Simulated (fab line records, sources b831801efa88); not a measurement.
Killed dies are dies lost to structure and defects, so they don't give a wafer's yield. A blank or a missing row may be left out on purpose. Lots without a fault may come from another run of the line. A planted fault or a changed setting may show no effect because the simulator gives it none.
Which tool did it? | flow gf180mcu | 6 lots, 17 wafers sampled, at 2 steps of a route of 602

WHAT THE GAUGES READ, wafer by wafer
GF_M5_CD_MEAS_07: target cd 280 nm.
lot  | measured     | on        | cd_nm (nm)
L110 | day 26 21:11 | cd_sem-02 | 280.6 280.1 281.0
L112 | day 27 12:26 | cd_sem-01 | 279.8 278.8 279.9
L114 | day 28 04:49 | cd_sem-01 | 278.7 279.6 280.2
L116 | day 28 15:29 | cd_sem-02 | 278.9 279.0 279.1
L120 | day 29 16:02 | cd_sem-01 | 279.9 279.7 278.9
L131 | day 32 16:22 | cd_sem-02 | 280.0

WHICH TOOL RAN EACH LOT (tool, then ch and the chambers of the sampled wafers, then the start)
lot  | GF_HV_LDD_ETCHBACK_58
L110 | rie_diel-04 ch 0,1,2, day 12 23:40
L112 | rie_diel-04 ch 1,2,3, day 13 16:43
L114 | rie_diel-04 ch 0,2,3, day 14 09:08
L116 | rie_diel-02 ch 1,2, day 14 21:03
L120 | rie_diel-01 ch 0,2,3, day 16 03:08
L131 | rie_diel-02 ch 0,2, day 20 02:13
- GF_HV_LDD_ETCHBACK_58: etches Si3N4 in CH3F/O2, stops on SiO2, time 100 s, target depth 90 nm.

THE ANSWER, worked out from the rows above alone
Rule: what is usual is taken from the lots themselves. Put in order of their means at a reading, lots are off if they are a third of the lots or fewer, leave a main group of 4 or more, and stand apart from it by a gap of 3 or more times the standard deviation of the main group's means; of several such gaps the widest counts. A main group whose means are all the same, to the digits that the tables above print for the reading, isn't used. A lot without any number at a reading at which 4 lots or more have one is off too. The other lots that the step has rows for count as sound.
No lot is off at any reading shown: from this, nothing can be told.

WHAT THE SIMULATOR HAD PUT IN
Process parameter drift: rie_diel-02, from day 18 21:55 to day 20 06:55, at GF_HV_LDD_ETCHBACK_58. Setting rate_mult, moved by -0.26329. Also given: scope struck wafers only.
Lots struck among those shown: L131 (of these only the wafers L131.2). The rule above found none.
